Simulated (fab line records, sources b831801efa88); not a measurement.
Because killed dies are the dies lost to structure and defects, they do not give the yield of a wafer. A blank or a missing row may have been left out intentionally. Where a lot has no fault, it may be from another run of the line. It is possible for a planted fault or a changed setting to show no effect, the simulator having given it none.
Problem report, 8D (eight disciplines) form, completed by code :: flow gf180mcu :: the parts of the form that need people (team, actions taken, sign-off) are left out

== 1. THE ISSUE ==
Wafers free of any fault read 843 nm (standard deviation 11) for V3_CVD_02_THK at GF_V3_THK_MEAS_03, against a mean of 1310 nm on 2 wafers of 2 lots. That puts it +42 standard deviations away from the usual mean.
First seen on wafer L120.4, day 26 14:40, on film metro-03. The record has a number at this step for 33 wafers belonging to 11 lots. Rule for "out", or "out of limits": more than 4 standard deviations from the usual mean. The rest of the wafers with a number are treated as sound.

== 2. WHAT THIS IS AND IS NOT ==
question: which readings at this step
is: V3_CVD_02_THK
is not: -

question: which lots
is: L120, L121
is not: L107, L109, L111, L112, L114, L123, L128, L129, L130

question: which wafers of those lots
is: L120.4, L121.4
is not: L120.1, L120.3, L121.1, L121.3

question: read on which gauges
is: film metro-03
is not: film metro-01, film metro-02

question: when
is: from day 26 14:40
is not: up to then (17 sound wafers); but 14 sound wafers of L121, L123, L128, L129, L130 came after

== 3. SUSPECTS, AND WHAT RULES EACH OUT ==
Counting: any tool at a process step up to the reading remains a suspect provided it ran every lot that is out. Sound lots after the first of them don't rule it out here, since some wafers of a struck lot are sound.
- the gauge at GF_V3_THK_MEAS_03: ruled out. All the wafers that are out were read on film metro-03, but those of them that GF_V3_CMP_04 has rows for are out there too, on other tools.
- pecvd-04 at GF_V3_CVD_02 (deposits SiO2 from TEOS, target thk 850 nm, time 94.851 s): kept. Every lot that is out went through it, the first being L120 (day 26 14:36); the last sound lot it ran before that was L114 (day 25 00:17).
Remaining after the count: pecvd-04 at GF_V3_CVD_02.

== 4. THE CAUSE (what the simulator had put in) ==
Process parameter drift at GF_V3_CVD_02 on pecvd-04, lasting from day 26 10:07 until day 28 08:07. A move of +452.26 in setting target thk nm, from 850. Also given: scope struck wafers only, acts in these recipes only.
After counting, this tool was the only one left.

== 5. THE CHAIN OF EFFECTS, in route order ==
Each row: a reading whose mean over the struck wafers that have a number lies more than 3 standard deviations from the usual. Readings are gone through only where the record gives a usual standard deviation; hours: the median, over the lots, of the time from a lot's start at the first step in this table giving one to that lot's start at this step; sigmas: the change measured in usual standard deviations.
hours: 0
step: GF_V3_THK_MEAS_03
reading: V3_CVD_02_THK
usual: 843 nm
on struck wafers: 1310
change: +466
sigmas: +42

hours: 0
step: GF_V3_CMP_04
reading: time to endpoint s
usual: 77 s
on struck wafers: 248
change: +171
sigmas: +26
The process steps in it:
- GF_V3_CMP_04: polishes SiO2.

== 6. HOW IT WOULD HAVE BEEN CAUGHT EARLIER ==
5 hours passed between the start of the fault at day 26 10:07 and the first reading out of limits at a measuring or inspecting step in this record, taken at day 26 14:40.
Tool readings at GF_V3_CVD_02 with a usual standard deviation given in the record: none out on any struck wafer, hence no alarm at a limit of 4 standard deviations on them.
L121, from the lots that are out (2), started GF_V3_CVD_02 on pecvd-04 later than day 26 14:40. Had the tool been put on hold then, it would have been spared.
